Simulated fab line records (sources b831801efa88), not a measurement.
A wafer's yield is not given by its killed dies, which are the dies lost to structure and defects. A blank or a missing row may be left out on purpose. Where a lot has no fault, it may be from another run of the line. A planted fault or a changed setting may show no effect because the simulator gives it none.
Which tool is to blame? + flow gf180mcu + 18 wafers from 6 lots sampled at 2 of the route's 602 steps

== WHAT THE GAUGES SHOWED, per wafer ==
GF_V3_CD_MEAS_14: the cd target is 260 nm.
| lot  | measured     | on       | cdNm (nm)         |
|------|--------------|----------|-------------------|
| L966 | day 23 04:25 | cdSem-01 | 259.7 258.6 257.8 |
| L967 | day 23 14:25 | cdSem-01 | 259.2 258.8 260.4 |
| L972 | day 25 02:04 | cdSem-01 | 259.8 260.0 261.0 |
| L978 | day 27 04:49 | cdSem-02 | 262.3 263.6 262.9 |
| L982 | day 28 06:51 | cdSem-02 | 261.3 262.0 260.0 |
| L986 | day 29 10:44 | cdSem-02 | 259.5 260.1 259.2 |

== EACH LOT AND THE TOOL THAT RAN IT (in order: tool; ch and the chambers of the sampled wafers; start) ==
| lot  | GF_V3_COAT_09                    |
|------|----------------------------------|
| L966 | lithoTrack-01 ch 0, day 22 15:00 |
| L967 | lithoTrack-04 ch 0, day 23 02:00 |
| L972 | lithoTrack-01 ch 0, day 24 14:00 |
| L978 | lithoTrack-01 ch 0, day 26 18:00 |
| L982 | lithoTrack-04 ch 0, day 27 21:00 |
| L986 | lithoTrack-04 ch 0, day 29 01:00 |
- GF_V3_COAT_09: resist thk 1000 nm.

== THE ANSWER, worked out from the rows above alone ==
Rule: what is usual is taken from the lots themselves. Put in order of their means at a reading, lots are off if they are a third of the lots or fewer, leave a main group of 4 or more, and stand apart from it by a gap of 3 or more times the standard deviation of the main group's means; of several such gaps the widest counts. Not used: any main group whose means are identical at the precision the tables above print for the reading. Also off: a lot with no number at a reading for which 4 or more lots have one. Where the step has rows for the other lots, those lots are counted as sound.
Nothing can be told from this: no lot is off at any reading shown.

== WHAT WAS PUT IN BY THE SIMULATOR ==
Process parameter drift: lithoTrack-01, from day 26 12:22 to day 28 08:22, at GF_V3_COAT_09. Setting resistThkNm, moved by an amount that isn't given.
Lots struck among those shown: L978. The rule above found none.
